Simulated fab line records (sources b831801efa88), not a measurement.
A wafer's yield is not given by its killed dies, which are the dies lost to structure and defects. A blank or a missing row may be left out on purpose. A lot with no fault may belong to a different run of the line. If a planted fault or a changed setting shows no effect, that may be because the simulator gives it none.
fab line records	flow sky130
record: lots: 5	wafers: 15	last-day: 49
route steps=708 shown VIA3@593 METAL4@598 CAP2M@603 PAD_OPEN@708
lots that met no fault: taken from a fault-free run of the same line
start-h: hours from the record's first day to the start of the lot's first wafer shown	wait-h: hours from the lot's prior step to this one	" repeats the value in the row above	L1.1+2: one row covering several wafers at once	- value missing, or start not given	* or withheld: withheld	< > ~ a bound
route shown NAME@n: NAME is a module with steps in the file, n the number in the route of the first one	usual: mean/standard deviation of fault-free wafers	same: alike in all rows	chamber/n: place in a boat	sites: each site's reading	_std_site: their standard deviation	_edge_site: inner sites' mean taken away from outer sites' mean	radius-mm: how far each site lies from the wafer's centre	mask NAME#n: copy n	behind: the last tool/chamber to shape the wafer	hold: what put the lot on hold/how long, in hours/how the hold closed	device: whichever transistor did not switch (one of n, p or np)	end of line: the same wafers' tests at the end of the route	step lacking rows: just its recipe	killed: dies lost to structure and defects at the first sort, not the wafer's yield	map: shows each die of a wafer: x if killed, . if not, _ if none is there
set.NAME: setting as actually run; set.NAME@STEP: the setting as run at that earlier step	model.NAME: the simulator's own value behind a step, which no gauge read
a table for each step, a row for each wafer; lots at some steps of the route
services: from which hour (start-h, from the record's first day; less than 0 if before it) a tool's chamber was out of use, for how many hours, and why
== steps ==
step: SKY_VIA3_SPUTTER_20
recipe: material: TiN	target-thk-nm: 20	chamber-pressure-pa: 5	power-w: 4000	time-s: 80
step: SKY_VIA3_CVD_21
recipe: material: W	target-thk-nm: 390	time-s: 117.31	temp-c: 400	pressure-torr: 40
step: SKY_VIA3_RS_MEAS_22
recipe: thk-meas-gauge: four-point-probe	reads: W_of_VIA3_CVD_21+TiN_of_VIA3_SPUTTER_20
usual: VIA3_W_RS: 0.2923/0.0029
lot.wafer	tool	chamber	start-h	wait-h	VIA3_W_RS[ohm/sq]
L990.3	film-metro-01	-	927.34	0.1	0.2917
L990.5	"	-	"	"	0.2920
L990.6	"	-	"	"	0.2956
L992.2	film-metro-03	-	933.54	0.1	0.2880
L992.4	"	-	"	"	0.2906
L992.6	"	-	"	"	0.2882
L994.1	film-metro-03	-	952.70	0.1	0.2881
L994.4	"	-	"	"	0.2904
L994.5	"	-	"	"	0.2923
L997.1	film-metro-04	-	980.84	0.1	0.2932
L997.3	"	-	"	"	0.2940
L997.6	"	-	"	"	0.2923
L107.1	film-metro-03	-	1050.57	0.1	0.2947
L107.4	"	-	"	"	0.2899
L107.6	"	-	"	"	0.2949
step: SKY_VIA3_THK_MEAS_23
recipe: thk-meas-gauge: xrf	reads: W_of_VIA3_CVD_21
usual: VIA3_W_THK: 394/5.3
lot.wafer	tool	chamber	start-h	wait-h	VIA3_W_THK[nm]
L990.3	film-metro-01	-	927.44	0.1	396
L990.5	"	-	"	"	394
L990.6	"	-	"	"	387
L992.2	film-metro-03	-	933.65	0.1	401
L992.4	"	-	"	"	402
L992.6	"	-	"	"	404
L994.1	film-metro-03	-	952.82	0.1	397
L994.4	"	-	"	"	394
L994.5	"	-	"	"	393
L997.1	film-metro-04	-	980.96	0.1	396
L997.3	"	-	"	"	395
L997.6	"	-	"	"	392
L107.1	film-metro-03	-	1050.69	0.1	393
L107.4	"	-	"	"	397
L107.6	"	-	"	"	392
step: SKY_VIA3_CMP_24
recipe: stop-on: SiO2	t-overpolish-s: 20	down-force-psi: 3.5	platen-rpm: 60	target-thk-nm: 0	pad-velocity-m-s: 0.94248
step: SKY_METAL4_SPUTTER_00
recipe: material: Ti	target-thk-nm: 15	power-w: 3000	time-s: 10	chamber-pressure-pa: 0.4
step: SKY_METAL4_SPUTTER_01
recipe: material: TiN	target-thk-nm: 20	power-w: 6500	time-s: 16.7	chamber-pressure-pa: 0.4
usual: throttle-valve-pct: 30.0/0.78
lot.wafer	tool	chamber	start-h	wait-h	throttle-valve-pct
L990.3	pvd-sputter-02	-	928.74	0.0	29.9
L990.5	"	-	"	"	29.6
L990.6	"	-	"	"	30.2
L992.2	pvd-sputter-02	-	934.02	0.0	29.6
L992.4	"	-	"	"	30.1
L992.6	"	-	"	"	30.1
L994.1	pvd-sputter-04	-	953.31	0.0	30.3
L994.4	"	-	"	"	29.0
L994.5	"	-	"	"	28.6
L997.1	pvd-sputter-04	-	981.34	0.0	30.4
L997.3	"	-	"	"	28.6
L997.6	"	-	"	"	30.4
L107.1	pvd-sputter-03	-	1051.19	0.0	30.5
L107.4	"	-	"	"	30.0
L107.6	"	-	"	"	29.7
step: SKY_METAL4_SPUTTER_02
recipe: material: AlCu	target-thk-nm: 735	power-w: 10600	time-s: 39.1	chamber-pressure-pa: 0.4
step: SKY_METAL4_SPUTTER_03
recipe: material: Ti	target-thk-nm: 5	power-w: 3000	time-s: 3.3	chamber-pressure-pa: 0.4
step: SKY_METAL4_SPUTTER_04
recipe: material: TiN	target-thk-nm: 70	power-w: 6500	time-s: 58.3	chamber-pressure-pa: 0.4
step: SKY_CAP2M_CVD_00
recipe: material: SiO2	target-thk-nm: 15.5	temp-c: 400	time-s: withheld	rf-w: 450
usual: heater-power-outer-w: 393/95	heater-power-w: 691/120	susceptor-temp-C: 400.03/0.21
lot.wafer	tool	chamber	start-h	wait-h	heater-power-outer-w	heater-power-w	susceptor-temp-C
L990.3	pecvd-02	2	928.87	0.0	531	833	399.85
L990.5	"	0	"	"	287	539	400.08
L990.6	"	1	"	"	584	915	400.14
L992.2	pecvd-03	2	934.15	0.0	329	655	400.10
L992.4	"	2	"	"	339	655	400.18
L992.6	"	0	"	"	461	795	399.93
L994.1	pecvd-02	1	953.44	0.0	450	751	399.63
L994.4	"	2	"	"	555	853	399.73
L994.5	"	0	"	"	323	575	400.28
L997.1	pecvd-02	2	981.48	0.0	544	840	399.69
L997.3	"	0	"	"	352	637	400.03
L997.6	"	0	"	"	359	641	400.25
L107.1	pecvd-04	1	1051.32	0.0	342	622	399.96
L107.4	"	1	"	"	353	637	399.88
L107.6	"	2	"	"	383	675	399.99
step: SKY_CAP2M_THK_MEAS_01
recipe: reads: SiO2_of_CAP2M_CVD_00
usual: CAP2M_CVD_00_THK: 15.62/0.21
lot.wafer	tool	chamber	start-h	wait-h	CAP2M_CVD_00_THK[nm]
L990.3	film-metro-02	-	928.92	-	15.34
L990.5	"	-	"	"	15.21
L990.6	"	-	"	"	15.52
L992.2	film-metro-02	-	934.19	-	15.64
L992.4	"	-	"	"	15.97
L992.6	"	-	"	"	16.00
L994.1	film-metro-02	-	953.46	-	15.33
L994.4	"	-	"	"	15.78
L994.5	"	-	"	"	15.44
L997.1	film-metro-04	-	981.50	-	15.65
L997.3	"	-	"	"	15.32
L997.6	"	-	"	"	15.82
L107.1	film-metro-02	-	1051.34	-	15.40
L107.4	"	-	"	"	15.83
L107.6	"	-	"	"	15.81
step: SKY_CAP2M_SPUTTER_02
recipe: material: TiN	target-thk-nm: 200	temp-c: 300	power-w: 6500	time-s: 166.7	chamber-pressure-pa: 0.4
usual: susceptor-temp-C: 299.99/0.19	throttle-valve-pct: 29.9/0.97
lot.wafer	tool	chamber	start-h	wait-h	susceptor-temp-C	throttle-valve-pct
L990.3	pvd-sputter-01	-	928.96	0.0	299.91	31.3
L990.5	"	-	"	"	300.05	31.4
L990.6	"	-	"	"	300.16	29.7
L992.2	pvd-sputter-01	-	934.24	0.0	299.96	29.5
L992.4	"	-	"	"	299.90	29.5
L992.6	"	-	"	"	299.97	29.5
L994.1	pvd-sputter-03	-	953.52	0.1	299.77	29.5
L994.4	"	-	"	"	299.99	32.0
L994.5	"	-	"	"	299.50	29.7
L997.1	pvd-sputter-01	-	981.56	0.1	299.92	31.4
L997.3	"	-	"	"	300.01	29.7
L997.6	"	-	"	"	300.02	29.9
L107.1	pvd-sputter-01	-	1051.40	0.1	300.24	30.0
L107.4	"	-	"	"	300.04	31.3
L107.6	"	-	"	"	300.17	29.3
step: SKY_CAP2M_RS_MEAS_03
recipe: thk-meas-gauge: four-point-probe	reads: TiN_of_CAP2M_SPUTTER_02
usual: CAP2M_TIN_RS: 6.94/0.079
lot.wafer	tool	chamber	start-h	wait-h	CAP2M_TIN_RS[ohm/sq]
L990.3	film-metro-01	-	929.11	0.1	6.94
L990.5	"	-	"	"	6.90
L990.6	"	-	"	"	7.03
L992.2	film-metro-01	-	934.37	0.1	6.96
L992.4	"	-	"	"	6.85
L992.6	"	-	"	"	6.98
L994.1	film-metro-01	-	953.63	0.1	6.87
L994.4	"	-	"	"	6.79
L994.5	"	-	"	"	6.84
L997.1	film-metro-02	-	981.67	0.1	6.88
L997.3	"	-	"	"	6.96
L997.6	"	-	"	"	7.04
L107.1	film-metro-01	-	1051.51	0.1	6.96
L107.4	"	-	"	"	6.91
L107.6	"	-	"	"	6.89
step: SKY_CAP2M_THK_MEAS_04
recipe: thk-meas-gauge: xrf	reads: TiN_of_CAP2M_SPUTTER_02
usual: CAP2M_TIN_THK: 201.1/2.4
lot.wafer	tool	chamber	start-h	wait-h	CAP2M_TIN_THK[nm]
L990.3	film-metro-01	-	929.21	0.1	202.0
L990.5	"	-	"	"	202.6
L990.6	"	-	"	"	198.3
L992.2	film-metro-01	-	934.48	0.1	199.4
L992.4	"	-	"	"	202.8
L992.6	"	-	"	"	198.8
L994.1	film-metro-01	-	953.75	0.1	202.6
L994.4	"	-	"	"	204.0
L994.5	"	-	"	"	203.1
L997.1	film-metro-02	-	981.79	0.1	203.4
L997.3	"	-	"	"	201.5
L997.6	"	-	"	"	198.5
L107.1	film-metro-01	-	1051.63	0.1	200.5
L107.4	"	-	"	"	201.8
L107.6	"	-	"	"	203.1
step: SKY_CAP2M_DEHYDRATE_05
recipe: temp-c: 200	time-s: 60
step: SKY_CAP2M_HMDS_06
recipe: prime-time-s: 60	prime-temp-c: 120
step: SKY_CAP2M_COAT_07
recipe: resist: NOVOLAK	spin-rpm: 3000	resist-thk-nm: 1140
step: SKY_CAP2M_SOFTBAKE_08
recipe: temp-c: 90	time-s: 60	resist: NOVOLAK
step: SKY_CAP2M_EXPOSE_09
recipe: mask-id: CAP2M	na: 0.6	source-shape: conventional	sigma-outer: 0.6	polarization: unpolarized	target-cd-nm: 1000	dose-mj: 159
step: SKY_CAP2M_PEB_10
recipe: temp-c: withheld	time-s: *	resist: NOVOLAK
step: SKY_CAP2M_DEVELOP_11
recipe: resist: NOVOLAK	developer: TMAH	develop-time-s: 60	dev-temp-c: 23
step: SKY_CAP2M_OVL_MEAS_12
usual: CAP2M_OVL: -0.6/1.5
lot.wafer	tool	chamber	start-h	wait-h	CAP2M_OVL[nm]
L990.3	overlay-02	-	953.44	0.1	0.1
L990.5	"	-	"	"	-0.7
L990.6	"	-	"	"	1.5
L992.2	overlay-01	-	957.99	0.1	-2.4
L992.4	"	-	"	"	-0.7
L992.6	"	-	"	"	-1.5
L994.1	overlay-01	-	977.78	0.1	-1.2
L994.4	"	-	"	"	-2.4
L994.5	"	-	"	"	-1.5
L997.1	overlay-02	-	1004.64	0.1	-0.5
L997.3	"	-	"	"	-2.4
L997.6	"	-	"	"	-1.7
L107.1	overlay-02	-	1072.60	0.1	0.1
L107.4	"	-	"	"	-1.0
L107.6	"	-	"	"	-2.0
step: SKY_CAP2M_METAL_ETCH_13
recipe: target-depth-nm: 220	stop-on: SiO2	chemistry: Cl2/BCl3	target: TiN	pressure-mtorr: 10	icp-w: 900	bias-w: 48.5	Cl2_flow_sccm: 60	bcl3-flow-sccm: 30	time-s: 62.9
usual: bias-w: 48.51/0.13	drypump-motor-current-A: 5.9/0.39	oes-product-au: 0.939/0.0073	throttle-valve-pct: 21.903/0.01
lot.wafer	tool	chamber	start-h	wait-h	bias-w	drypump-motor-current-A	oes-product-au	rf-hours-counter-h	throttle-valve-pct
L990.3	rie-metal-03	1	953.49	0.0	48.52	5.5	0.937	-	21.896
L990.5	"	0	"	"	48.60	6.1	0.943	-	21.899
L990.6	"	1	"	"	48.56	5.6	0.932	-	21.900
L992.2	rie-metal-03	0	958.02	0.0	48.54	6.1	0.935	12	21.896
L992.4	"	0	"	"	48.44	6.1	0.936	-	21.924
L992.6	"	1	"	"	48.57	5.6	0.927	-	21.906
L994.1	rie-metal-02	0	977.82	0.0	48.27	6.4	0.940	13	21.898
L994.4	"	1	"	"	48.68	5.2	0.951	-	21.877
L994.5	"	0	"	"	48.50	6.4	0.945	-	21.915
L997.1	rie-metal-02	0	1004.67	0.0	48.67	6.4	0.938	15	21.901
L997.3	"	0	"	"	48.47	6.4	0.928	-	21.904
L997.6	"	0	"	"	48.72	6.4	0.926	-	21.917
L107.1	rie-metal-02	1	1072.64	0.0	48.64	5.2	0.937	23	21.892
L107.4	"	1	"	"	48.43	5.2	0.939	-	21.900
L107.6	"	1	"	"	48.45	5.2	0.943	-	21.890
step: SKY_CAP2M_STRIP_14
recipe: chemistry: O2/N2	power-w: 1400	pressure-mtorr: 1500	platen-temp-c: withheld	o2-flow-sccm: 3000	n2-flow-sccm: 300	overash-fraction: 0.5
step: SKY_CAP2M_STRIP_15
recipe: chemistry: post-etch-residue-remover	time-s: 1200	temp-c: 72.5
step: SKY_CAP2M_CLEAN_16
recipe: chemistry: IPA	time-s: 180	temp-c: 25
step: SKY_CAP2M_CLEAN_17
recipe: chemistry: O3/DIW	dry: n2-spin
step: SKY_METAL4_DEHYDRATE_05
recipe: temp-c: 200	time-s: 60
step: SKY_METAL4_HMDS_06
recipe: prime-time-s: 60	prime-temp-c: 120
step: SKY_METAL4_COAT_07
recipe: resist: BARC	temp-c: withheld	time-s: withheld	spin-rpm: 3000	resist-thk-nm: 60
step: SKY_METAL4_COAT_08
recipe: resist: KrF-thick	spin-rpm: 3000	resist-thk-nm: 1140
step: SKY_METAL4_SOFTBAKE_09
recipe: temp-c: 100	time-s: 90	resist: KrF-thick
step: SKY_METAL4_EXPOSE_10
recipe: mask-id: MM4	na: 0.68	source-shape: annular	sigma-inner: 0.4	sigma-outer: 0.8	target-cd-nm: 300	dose-mj: 28
step: SKY_METAL4_PEB_11
recipe: peb-temp-c: withheld	peb-time-s: withheld	resist: KrF-thick
step: SKY_METAL4_DEVELOP_12
recipe: develop-time-s: 60	resist: KrF-thick	dev-temp-c: 20.29
step: SKY_METAL4_CD_MEAS_13
recipe: target-cd-nm: 300
usual: cd-nm: 300.4/1.5
lot.wafer	tool	chamber	start-h	wait-h	cd-nm
L990.3	cd-sem-02	-	978.90	-	299.5
L990.5	"	-	"	"	300.0
L990.6	"	-	"	"	300.0
L992.2	cd-sem-02	-	983.08	-	299.7
L992.4	"	-	"	"	299.4
L992.6	"	-	"	"	300.2
L994.1	cd-sem-02	-	1002.43	-	297.8
L994.4	"	-	"	"	299.4
L994.5	"	-	"	"	299.4
L997.1	cd-sem-01	-	1027.83	-	300.4
L997.3	"	-	"	"	301.6
L997.6	"	-	"	"	301.6
L107.1	cd-sem-01	-	1094.33	-	299.6
L107.4	"	-	"	"	299.6
L107.6	"	-	"	"	298.8
step: SKY_METAL4_OVL_MEAS_14
usual: METAL4_OVL: 2/5.7
lot.wafer	tool	chamber	start-h	wait-h	METAL4_OVL[nm]
L990.3	overlay-01	-	978.99	0.1	7
L990.5	"	-	"	"	5
L990.6	"	-	"	"	11
L992.2	overlay-01	-	983.18	0.1	1
L992.4	"	-	"	"	3
L992.6	"	-	"	"	-4
L994.1	overlay-01	-	1002.55	0.1	0
L994.4	"	-	"	"	-1
L994.5	"	-	"	"	4
L997.1	overlay-02	-	1027.95	0.1	-1
L997.3	"	-	"	"	-9
L997.6	"	-	"	"	-3
L107.1	overlay-02	-	1094.45	0.1	6
L107.4	"	-	"	"	3
L107.6	"	-	"	"	1
step: SKY_METAL4_DESCUM_15
recipe: chemistry: O2	source-power-w: 150	bias-power-w: 0	pressure-mtorr: 10	temp-c: 40	time-s: 8
usual: drypump-motor-current-A: 6.0/0.34	oes-product-au: 0.998/0.009
lot.wafer	tool	chamber	start-h	wait-h	drypump-motor-current-A	oes-product-au	rf-hours-counter-h
L990.3	rie-metal-02	0	979.02	0.0	6.4	0.994	-
L990.5	"	0	"	"	6.3	0.997	-
L990.6	"	1	"	"	5.2	0.993	-
L992.2	rie-metal-04	0	983.21	0.0	6.1	1.012	3
L992.4	"	0	"	"	6.1	0.992	-
L992.6	"	0	"	"	6.1	0.996	-
L994.1	rie-metal-04	1	1002.59	0.0	6.1	1.006	18
L994.4	"	1	"	"	6.0	0.997	-
L994.5	"	0	"	"	6.1	0.996	-
L997.1	rie-metal-02	0	1027.99	0.0	6.4	0.995	16
L997.3	"	0	"	"	6.3	0.987	-
L997.6	"	1	"	"	5.2	1.009	-
L107.1	rie-metal-01	1	1094.49	0.0	6.0	1.005	14
L107.4	"	1	"	"	6.0	1.000	-
L107.6	"	1	"	"	6.0	0.985	-
step: SKY_METAL4_ETCH_16
recipe: chemistry: N2/H2	target: BARC	ion-energy-ev: 200	bias-w: 100	pressure-mtorr: 30	n2-flow-sccm: 100	h2-flow-sccm: 200	icp-w: 500	stop-on: SiO2	time-s: 88.2	target-depth-a: 600
usual: bias-w: 100.02/0.27	drypump-motor-current-A: 6.0/0.33	oes-product-au: 0.625/0.0048	throttle-valve-pct: 13.205/0.0091
lot.wafer	tool	chamber	start-h	wait-h	bias-w	drypump-motor-current-A	oes-product-au	rf-hours-counter-h	throttle-valve-pct
L990.3	rie-metal-02	0	979.08	0.0	99.93	6.4	0.620	-	13.200
L990.5	"	0	"	"	100.01	6.4	0.626	-	13.199
L990.6	"	1	"	"	100.24	5.2	0.627	-	13.217
L992.2	rie-metal-04	0	983.25	0.0	100.05	6.1	0.622	3	13.205
L992.4	"	0	"	"	99.77	6.1	0.619	-	13.202
L992.6	"	0	"	"	99.91	6.1	0.632	-	13.217
L994.1	rie-metal-04	1	1002.62	0.0	99.75	6.1	0.624	18	13.206
L994.4	"	1	"	"	100.12	6.1	0.620	-	13.199
L994.5	"	0	"	"	99.92	6.1	0.622	-	13.201
L997.1	rie-metal-02	0	1028.02	0.0	100.09	6.3	0.629	16	13.202
L997.3	"	0	"	"	100.19	6.4	0.626	-	13.203
L997.6	"	1	"	"	100.17	5.2	0.620	-	13.204
L107.1	rie-metal-01	1	1094.52	0.0	99.71	6.0	0.624	14	13.196
L107.4	"	1	"	"	99.96	6.0	0.627	-	13.210
L107.6	"	1	"	"	99.41	6.0	0.630	-	13.202
step: SKY_METAL4_ETCH_17
recipe: target: SiO2	stop-on: TiN	chemistry: C4F8/O2/Ar	source-w: 1500	bias-w: 1185	pressure-mtorr: 40	c4f8-flow-sccm: withheld	O2_flow_sccm: 6	Ar_flow_sccm: 300	time-s: 3.9	target-depth-a: 150
step: SKY_METAL4_METAL_ETCH_18
recipe: target-depth-a: 8450	stop-on: SiO2	over-etch-frac: 0.3	time-s: 183.1	chemistry: Cl2/BCl3	resist-sidewall-deg: 88	pressure-mtorr: 10	icp-w: 900	bias-w: 48.5	Cl2_flow_sccm: 60	bcl3-flow-sccm: 30
step: SKY_PAD_OPEN_PROBE_99
usual: defect-limited-yield: 82.5/1.8	killed_at_M0_to_M3: 43/6.5	killed_at_M4_up: 3.1/1.8	killed-at-contacts: 24/4.8	killed-at-front-end: 15/4.7	killed-at-other: 0.3/0.58	killed-dies: 86/8.6	killed-on-rim: 17/4.1	killed-open: 47/6.7	killed-short: 39/6.1	sort_bin_3_pad_short: 0.8/0.38	sort_bin_5_function: 10.4/1.3	sort_bin_6_memory: 6.2/1.1	sort-n-pass: 406/8.6	sort-yield-pct: 82.5/1.8
same: gross-dies: 492	killed-at-back-side: 0	sort_bin_4_leakage[%]: 0	sort_bin_8_speed[%]: 0
lot.wafer	tool	chamber	start-h	wait-h	defect-limited-yield[%]	killed_at_M0_to_M3	killed_at_M4_up	killed-at-contacts	killed-at-front-end	killed-at-other	killed-dies	killed-on-rim	killed-open	killed-short	sort_bin_3_pad_short[%]	sort_bin_5_function[%]	sort_bin_6_memory[%]	sort-n-pass	sort-yield-pct[%]	model.etest.tester.sort-n-pass	model.etest.tester.sort-yield-pct	model.etest.tester.sort_bin_5_pct	model.etest.tester.sort_bin_3_pct
L990.3	prober-01	-	1074.96	0.6	82.9	43	1	27	13	0	84	18	44	40	0.2	11.6	5.3	408	82.9	408	82.93	11.59	0.2033
L990.5	prober-01	-	1075.06	0.7	83.7	39	3	21	17	0	80	16	42	38	0.8	9.8	5.7	412	83.7	412	83.74	9.756	0.813
L990.6	prober-01	-	1075.11	0.7	83.5	41	6	19	14	1	81	16	43	38	0.4	7.9	8.1	411	83.5	411	83.54	7.927	0.4065
L992.2	prober-01	-	1078.45	0.1	82.1	40	1	23	23	1	88	20	47	41	1.2	9.8	6.9	404	82.1	404	82.11	9.756	1.22
L992.4	prober-01	-	1078.55	0.2	81.1	50	2	25	15	1	93	13	48	45	0.6	12.0	6.3	399	81.1	399	81.1	11.99	0.6098
L992.6	prober-01	-	1078.65	0.2	82.1	43	2	27	16	0	88	15	50	38	0.4	10.4	7.1	404	82.1	404	82.11	10.37	0.4065
L994.1	prober-01	-	1095.91	0.1	82.3	35	3	27	22	0	87	19	49	38	1.2	8.3	8.1	405	82.3	405	82.32	8.333	1.22
L994.4	prober-01	-	1096.06	0.2	82.9	41	2	29	11	1	84	16	39	45	1.0	10.6	5.5	408	82.9	408	82.93	10.57	1.016
L994.5	prober-01	-	1096.11	0.2	82.3	37	1	31	18	0	87	20	45	42	1.4	10.2	6.1	405	82.3	405	82.32	10.16	1.423
L997.1	prober-02	-	1117.04	0.1	82.5	42	0	17	27	0	86	17	45	41	1.4	10.4	5.7	406	82.5	406	82.52	10.37	1.423
L997.3	prober-02	-	1117.14	0.2	72.8	45	0	22	13	54	134	20	53	27	3.0	17.3	6.9	358	72.8	358	72.76	17.28	3.049
L997.6	prober-02	-	1117.29	0.2	81.1	39	2	26	25	1	93	26	47	46	0.8	11.0	7.1	399	81.1	399	81.1	10.98	0.813
L107.1	prober-01	-	1176.04	0.1	84.6	44	3	19	9	1	76	18	50	26	0.4	9.3	5.7	416	84.6	416	84.55	9.35	0.4065
L107.4	prober-01	-	1176.19	0.2	81.1	45	5	23	19	1	93	15	48	45	1.0	10.0	7.9	399	81.1	399	81.1	9.959	1.016
L107.6	prober-01	-	1176.29	0.2	81.9	46	2	23	18	0	89	19	50	39	0.8	9.6	7.7	403	81.9	403	81.91	9.553	0.813
killed by level:class
L990.3 VIA1:geometric-particle:open=13 CONTACT:geometric-particle:open=9 METAL1:geometric-particle:short=7 CONTACT:geometric-particle:short=6 VIA1:geometric-particle:short=6 VIA2:geometric-particle:open=6 LI_CONTACT:geometric-particle:open=5 LOCAL_INTERCONNECT:geometric-particle:short=5
L990.5 VIA2:geometric-particle:open=8 VIA1:geometric-particle:open=7 CONTACT:geometric-particle:short=7 CONTACT:geometric-particle:open=7 FIELD_ISO:geometric-particle:short=6 VIA3:geometric-particle:open=5 METAL2:geometric-particle:short=4 LOCAL_INTERCONNECT:geometric-particle:short=4
L990.6 VIA3:geometric-particle:open=8 VIA1:geometric-particle:open=7 VIA2:geometric-particle:open=7 POLY_GATE:geometric-particle:open=6 LI_CONTACT:geometric-particle:open=4 LOCAL_INTERCONNECT:geometric-particle:short=4 CONTACT:geometric-particle:short=4 CONTACT:geometric-particle:open=4
L992.2 CONTACT:geometric-particle:open=10 FIELD_ISO:geometric-particle:open=8 VIA1:geometric-particle:open=7 POLY_GATE:geometric-particle:short=6 METAL1:geometric-particle:short=6 VIA3:geometric-particle:open=6 FIELD_ISO:geometric-particle:short=5 LI_CONTACT:geometric-particle:open=5
L992.4 VIA1:geometric-particle:open=14 LI_CONTACT:geometric-particle:open=10 CONTACT:geometric-particle:open=9 VIA1:geometric-particle:short=8 POLY_GATE:geometric-particle:short=6 METAL1:geometric-particle:short=6 VIA2:geometric-particle:open=6 FIELD_ISO:geometric-particle:short=5
L992.6 CONTACT:geometric-particle:open=11 VIA1:geometric-particle:open=11 VIA2:geometric-particle:open=7 CONTACT:geometric-particle:short=6 VIA3:geometric-particle:open=6 POLY_GATE:geometric-particle:open=5 LI_CONTACT:geometric-particle:short=4 LOCAL_INTERCONNECT:geometric-particle:short=4
L994.1 VIA1:geometric-particle:open=15 CONTACT:geometric-particle:open=13 FIELD_ISO:geometric-particle:short=6 POLY_GATE:geometric-particle:open=6 METAL1:geometric-particle:short=5 LI_CONTACT:geometric-particle:open=4 LOCAL_INTERCONNECT:geometric-particle:short=4 CONTACT:geometric-particle:short=4
L994.4 LI_CONTACT:geometric-particle:open=9 VIA1:geometric-particle:open=7 CONTACT:geometric-particle:open=7 METAL1:geometric-particle:short=7 VIA3:geometric-particle:open=6 LI_CONTACT:geometric-particle:short=5 CONTACT:geometric-particle:short=5 FIELD_ISO:geometric-particle:short=4
L994.5 LI_CONTACT:geometric-particle:open=12 CONTACT:geometric-particle:open=10 VIA1:geometric-particle:open=9 FIELD_ISO:geometric-particle:short=6 METAL1:geometric-particle:short=6 VIA1:geometric-particle:short=6 LI_CONTACT:geometric-particle:short=5 POLY_GATE:geometric-particle:short=4
L997.1 VIA2:geometric-particle:open=10 FIELD_ISO:geometric-particle:short=9 CONTACT:geometric-particle:short=7 FIELD_ISO:geometric-particle:open=6 VIA1:geometric-particle:open=6 POLY_GATE:geometric-particle:open=5 LI_CONTACT:geometric-particle:open=5 VIA3:geometric-particle:open=5
L997.3 CAP2M:unspecified=54 CONTACT:geometric-particle:open=13 METAL1:geometric-particle:short=9 VIA2:geometric-particle:open=9 FIELD_ISO:geometric-particle:open=6 LI_CONTACT:geometric-particle:open=6 METAL1:geometric-particle:open=6 VIA1:geometric-particle:open=6
L997.6 VIA1:geometric-particle:open=10 CONTACT:geometric-particle:open=9 POLY_GATE:geometric-particle:short=8 FIELD_ISO:geometric-particle:open=6 CONTACT:geometric-particle:short=6 VIA1:geometric-particle:short=6 METAL2:geometric-particle:short=6 LI_CONTACT:geometric-particle:open=5
L107.1 VIA3:geometric-particle:open=11 VIA1:geometric-particle:open=10 CONTACT:geometric-particle:open=8 VIA2:geometric-particle:open=7 LI_CONTACT:geometric-particle:open=6 VIA1:geometric-particle:short=4 POLY_GATE:geometric-particle:short=4 METAL1:geometric-particle:short=4
L107.4 VIA2:geometric-particle:open=10 CONTACT:geometric-particle:open=8 VIA3:geometric-particle:open=7 METAL2:geometric-particle:short=6 FIELD_ISO:geometric-particle:short=5 POLY_GATE:geometric-particle:short=5 METAL4:geometric-particle:short=5 VIA1:geometric-particle:open=5
L107.6 VIA1:geometric-particle:open=13 CONTACT:geometric-particle:open=9 METAL2:geometric-particle:short=6 VIA2:geometric-particle:open=6 VIA3:geometric-particle:open=6 VIA1:geometric-particle:short=5 FIELD_ISO:geometric-particle:open=4 POLY_GATE:geometric-particle:short=4
map L997.3 (x killed, . not)
__________x...xx...._________
________x............._______
______................x._____
_____...........x........____
____..xx......x........x..___
___.x.............xx.x.....__
__...x..........x...x......._
_...x...x..........x..x.....x
_.............x.xxx..........
_xx....x.x..x.xxx.xx.........
_............xxxxx...x......x
_.......xx...xxxxxx..x..x...x
_..........xxxxxxxxx....x...x
_........x.xxxxxxxxxxx..x.x..
_.x.x.......xxxxxxxxx...x....
__x......x..xxxxxxxxxxxx...._
___.x........xxxxxxx.......__
____.........x.xx..xx.....___
_____....x..xx.x..xx....x____
______x.x.xx............_____
________...x.x.....x.._______
__________x.......x._________
map L107.4 (x killed, . not)
__________..xx....x._________
________x....x..x....._______
______............x....._____
_____....x..x...........x____
____x......xx....x........___
___...........xx......x..x.__
__......x....xx...x.x....x.._
_x.x............x...x..x...x.
_....x.x.x.........x..x.....x
_..x......x..x..x............
_........x.x...xxx.....x.x.x.
_x.....x..xx...x.x.......x.x.
_...x..x..............x...x..
_......x.....x....x.x......x.
_..x....x....xx...x..........
__.x......x.x..x...xx..x...x_
___.....x..............x...__
____...x...x....x.........___
_____...x...xx.....x.....____
______.........x...x..x._____
________....x..x.....x_______
__________.........._________
== services ==
tool	chamber	start-h	hours	kind
rie-metal-04	0	905.35	-	clean
rie-metal-04	0	905.35	21.4	scheduled-down
rie-metal-04	0	905.35	21.4	vent-cycle
pvd-sputter-02	-	910.62	4.6	repair
pecvd-04	-	918.20	2.8	pm
pvd-sputter-02	-	929.41	2.2	repair
pvd-sputter-01	1	939.06	-	consumable-replace:kit
pvd-sputter-01	1	939.06	18.0	scheduled-down
pvd-sputter-01	1	939.06	18.0	vent-cycle
pvd-sputter-02	0	958.13	-	consumable-replace:kit
pvd-sputter-02	0	958.13	18.0	scheduled-down
pvd-sputter-02	0	958.13	18.0	vent-cycle
pvd-sputter-03	-	975.62	0.7	repair
rie-metal-04	-	988.89	2.8	pm
rie-metal-01	-	989.50	1.4	pm
pvd-sputter-04	-	1010.58	3.0	repair
pecvd-02	-	1020.06	0.5	repair
rie-metal-02	-	1052.29	4.3	pm
pvd-sputter-02	-	1068.27	6.0	repair
rie-metal-03	-	1069.41	0.6	repair
rie-metal-02	0	1072.14	4.6	repair
rie-metal-02	1	1082.11	-	clean
rie-metal-02	1	1082.11	17.3	scheduled-down
rie-metal-02	1	1082.11	17.3	vent-cycle
== key ==
first-sign: step: SKY_PAD_OPEN_PROBE_99	reading: killed-at-other	direction: up	sigmas: 54	usual: 0.3	struck: 54
effect: step: SKY_PAD_OPEN_PROBE_99	reading: sort_bin_3_pad_short	direction: up	sigmas: 5.9	usual: 0.8	struck: 3.0
model-effect: step: SKY_PAD_OPEN_PROBE_99	value: etest.tester.sort-n-pass	without: 409	struck: 358
met-at SKY_CAP2M_SPUTTER_02
struck-wafers L997.3
onset-between 934.24 981.56
fault: kind: chamber-particle-source	tool: pvd-sputter-01	chamber: -	onset-h: 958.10	steps: SKY_CAP2M_SPUTTER_02	rate-per-visit-cm2: 0.64983	end-h: 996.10	scope: struck-wafers-only
